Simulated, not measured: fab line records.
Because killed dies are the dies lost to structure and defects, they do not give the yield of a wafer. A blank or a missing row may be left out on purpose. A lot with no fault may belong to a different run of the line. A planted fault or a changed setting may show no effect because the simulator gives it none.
What tool caused it? -- flow gf180mcu -- Sampling: 11 lots, 33 wafers, 5 of 602 route steps

## WHAT EACH GAUGE READ, for each wafer
GF_V4_THK_MEAS_01.
lot,measured,on,V4_CVD_00_THK (nm)
L981,day 25 12:25,filmMetro-02,591 600 592
L982,day 25 22:08,filmMetro-01,597 591 602
L988,day 28 16:29,filmMetro-01,602 585 603
L990,day 28 21:35,filmMetro-01,581 602 587
L991,day 29 03:06,filmMetro-03,594 600 600
L993,day 29 15:47,filmMetro-03,596 581 581
L992,day 29 17:27,filmMetro-03,599 609 600
L995,day 29 23:04,filmMetro-03,595 604 603
L994,day 30 02:45,filmMetro-02,590 597 594
L997,day 30 16:10,filmMetro-01,594 593 603
L998,day 30 19:22,filmMetro-01,599 590 593

GF_V4_THK_MEAS_25: measures by xrf.
lot,measured,on,V4_W_THK (nm)
L981,day 26 11:43,filmMetro-03,353 349 346
L982,day 26 20:12,filmMetro-03,348 344 355
L988,day 29 13:12,filmMetro-01,353 349 344
L990,day 29 18:15,filmMetro-02,340 344 345
L991,day 30 00:49,filmMetro-02,347 351 347
L993,day 30 12:26,filmMetro-01,343 350 347
L992,day 30 13:53,filmMetro-03,350 361 350
L995,day 30 19:17,filmMetro-03,353 346 346
L994,day 30 22:43,filmMetro-01,367 355 367
L997,day 31 11:12,filmMetro-01,359 360 348
L998,day 31 14:03,filmMetro-01,363 352 363

GF_MIM_RS_MEAS_10: measurement is done with a four-point probe.
lot,measured,on,MIM_ALCU_RS (ohm/sq)
L981,day 26 12:29,filmMetro-01,0.1584 0.1588 0.1599 0.1586 0.1588 0.1601
L982,day 26 20:58,filmMetro-01,0.1597 0.1607 0.1621 0.1600 0.1604 0.1618
L988,day 29 13:58,filmMetro-04,0.1599 0.1592 0.1592
L990,day 29 19:02,filmMetro-01,0.1626 0.1591 0.1607
L991,day 30 01:36,filmMetro-01,0.1576 0.1598 0.1572
L993,day 30 13:13,filmMetro-03,0.1607 0.1635 0.1598
L992,day 30 14:51,filmMetro-04,0.1606 0.1619 0.1621
L995,day 30 20:04,filmMetro-03,0.1615 0.1634 0.1632
L994,day 30 23:31,filmMetro-03,0.1591 0.1567 0.1587
L997,day 31 12:00,filmMetro-04,0.1603 0.1614 0.1636
L998,day 31 14:50,filmMetro-01,0.1566 0.1546 0.1575

## WHICH TOOL RAN EACH LOT (tool, then ch and the chambers of the sampled wafers, then the start)
lot,GF_V4_SPUTTER_22,GF_MIM_SPUTTER_07
L981,"pvdSputter-04, day 26 11:26","pvdSputter-04, day 26 12:22"
L982,"pvdSputter-04, day 26 19:56","pvdSputter-04, day 26 20:52"
L988,"pvdSputter-04, day 29 12:56","pvdSputter-04, day 29 13:52"
L990,"pvdSputter-04, day 29 17:58","pvdSputter-01, day 29 18:55"
L991,"pvdSputter-04, day 30 00:32","pvdSputter-04, day 30 01:30"
L993,"pvdSputter-04, day 30 12:10","pvdSputter-01, day 30 13:07"
L992,"pvdSputter-02, day 30 13:36","pvdSputter-04, day 30 14:44"
L995,"pvdSputter-04, day 30 19:01","pvdSputter-01, day 30 19:58"
L994,"pvdSputter-04, day 30 22:25","pvdSputter-04, day 30 23:22"
L997,"pvdSputter-04, day 31 10:55","pvdSputter-03, day 31 11:52"
L998,"pvdSputter-03, day 31 13:47","pvdSputter-04, day 31 14:44"
- GF_V4_SPUTTER_22: material TiN, target thk 10 nm, time 38.6 s.
- GF_MIM_SPUTTER_07: material TiN, target thk 60 nm, time 50 s.

## AS READ BY THE TOOLS THEMSELVES (means over the sampled wafers that have a number; for cases with no such wafer, the mark the record gives instead)
GF_V4_SPUTTER_22.
lot,tool,throttleValvePct (%)
L981,pvdSputter-04,30.2
L982,pvdSputter-04,29.7
L988,pvdSputter-04,29.7
L990,pvdSputter-04,29.6
L991,pvdSputter-04,30.1
L993,pvdSputter-04,31.0
L992,pvdSputter-02,30.8
L995,pvdSputter-04,31.0
L994,pvdSputter-04,29.7
L997,pvdSputter-04,30.4
L998,pvdSputter-03,30.9

GF_MIM_SPUTTER_07.
lot,tool,throttleValvePct (%)
L981,pvdSputter-04,29.6
L982,pvdSputter-04,29.2
L988,pvdSputter-04,30.9
L990,pvdSputter-01,29.5
L991,pvdSputter-04,30.2
L993,pvdSputter-01,30.1
L992,pvdSputter-04,30.5
L995,pvdSputter-01,29.8
L994,pvdSputter-04,30.3
L997,pvdSputter-03,32.0
L998,pvdSputter-04,30.7

## THE ANSWER, worked out from the rows above alone
Rule: the usual values come from the lots themselves. The widest of any qualifying gaps counts: lots, ordered by their means at a reading, are off when they make up no more than a third of the lots, leave a main group of 4 or more, and stand apart from it by 3 or more times the standard deviation of that group's means. A main group whose means are all the same, to the digits that the tables above print for the reading, isn't used. A lot without any number at a reading at which 4 lots or more have one is off too. Any other lot the step has rows for is counted as sound. First the gauges in route order, then the tools' own readings, where a lot's mean is used as printed above. The first step at which some lot is off is used, and at that step the reading that is off furthest; a lot without a number counts as furthest.
No lot is off on any of the readings shown, so nothing can be concluded from this.

## WHAT THE SIMULATOR HAD INSERTED
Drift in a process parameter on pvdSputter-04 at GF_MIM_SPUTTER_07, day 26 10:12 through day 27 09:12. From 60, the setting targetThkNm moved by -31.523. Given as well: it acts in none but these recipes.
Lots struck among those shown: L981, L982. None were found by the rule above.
